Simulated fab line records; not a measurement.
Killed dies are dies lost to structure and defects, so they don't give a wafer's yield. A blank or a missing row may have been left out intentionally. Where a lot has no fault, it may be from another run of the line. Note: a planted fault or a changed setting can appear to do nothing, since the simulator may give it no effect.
Chamber matching :: flow gf180mcu :: 4 sister chambers for GF_PASSIVATION_ETCH_11 on rie-diel-04
The step etches the open film in CF4/O2, stops on TiN, target depth 1800 nm, time 400 s. 4 wafers are shown with their chamber, then 9 later ones without.

## EACH WAFER AND ITS CHAMBER
wafer: L079.1
chamber: 2
drypump-motor-current-A (A): 6.2

wafer: L079.6
chamber: 0
drypump-motor-current-A (A): 5.1

wafer: L085.3
chamber: 1
drypump-motor-current-A (A): 6.2

wafer: L085.5
chamber: 3
drypump-motor-current-A (A): 5.2

## WAFERS WITH NO CHAMBER GIVEN
wafer: L091.3
drypump-motor-current-A (A): 6.1

wafer: L091.5
drypump-motor-current-A (A): 5.2

wafer: L091.6
drypump-motor-current-A (A): 5.1

wafer: L092.1
drypump-motor-current-A (A): 6.2

wafer: L092.2
drypump-motor-current-A (A): 5.1

wafer: L092.4
drypump-motor-current-A (A): 5.2

wafer: L094.1
drypump-motor-current-A (A): 6.2

wafer: L094.2
drypump-motor-current-A (A): 5.1

wafer: L094.6
drypump-motor-current-A (A): 6.1

## EACH ONE'S CHAMBER
wafer: L091.3
from the rows above: can't be placed: 1 or 2
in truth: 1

wafer: L091.5
from the rows above: 3
in truth: 3

wafer: L091.6
from the rows above: 0
in truth: 0

wafer: L092.1
from the rows above: can't be placed: 1 or 2
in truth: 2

wafer: L092.2
from the rows above: 0
in truth: 0

wafer: L092.4
from the rows above: 3
in truth: 3

wafer: L094.1
from the rows above: can't be placed: 1 or 2
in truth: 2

wafer: L094.2
from the rows above: 0
in truth: 0

wafer: L094.6
from the rows above: can't be placed: 1 or 2
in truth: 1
5 of 9 placed correctly. Unplaceable from these rows: 4, with the true chamber sitting among the candidates in 4. Placed wrongly: 0.
How it was worked out, from the rows above alone: a wafer's distance from a chamber is the root of the sum, over the readings, of the square of ((its reading less the chamber's mean) divided by the reading's scatter). If the next closest chamber is less than 2 further off than the closest, the wafer can't be placed; otherwise it belongs to the closest. Each chamber's mean is taken over the wafers shown for it. The scatter: root of mean squared gap, hidden wafer to nearest shown wafer, with one shown wafer a chamber.
